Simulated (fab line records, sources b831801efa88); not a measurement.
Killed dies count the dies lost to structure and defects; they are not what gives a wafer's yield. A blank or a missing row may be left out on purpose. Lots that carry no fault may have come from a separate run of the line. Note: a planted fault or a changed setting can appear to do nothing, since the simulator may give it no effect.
The tool behind it: which one? -- flow sky130 -- route of 708 steps, sampled at 1 step: 12 lots, 36 wafers

WHAT EACH GAUGE READ, for each wafer
SKY_LI_CONTACT_BOW_MEAS_03.
lot,measured,on,LI_CONTACT_BOW (um)
L075,day 28 17:07,film_metro-04,58 60 39
L077,day 29 12:59,film_metro-04,47 60 44
L080,day 30 10:05,film_metro-01,52 61 69
L081,day 30 12:53,film_metro-04,53 59 53
L083,day 31 12:32,film_metro-04,50 60 74
L084,day 32 01:17,film_metro-01,62 62 69
L087,day 32 15:54,film_metro-03,55 52 48
L089,day 33 07:50,film_metro-01,65 55 50
L092,day 34 07:58,film_metro-04,54 51 37
L093,day 34 13:05,film_metro-01,45 73 55
L096,day 35 07:12,film_metro-04,52 61 53
L097,day 36 04:11,film_metro-01,55 59 64

WHICH TOOL RAN EACH LOT (tool, then ch and the chambers of the sampled wafers, then the start)
The record shows no process step preceding these readings.

THE ANSWER, worked out from the rows above alone
Rule: the lots themselves supply what counts as usual. The widest of any qualifying gaps counts: lots, ordered by their means at a reading, are off when they make up no more than a third of the lots, leave a main group of 4 or more, and stand apart from it by 3 or more times the standard deviation of that group's means. The tables above print the reading to a certain number of digits; a main group whose means all agree to those digits is not used. Also off: a lot with no number at a reading for which 4 or more lots have one. Any other lot the step has rows for is counted as sound.
Nothing can be told from this: no lot is off at any reading shown.

WHAT THE SIMULATOR HAD INSERTED
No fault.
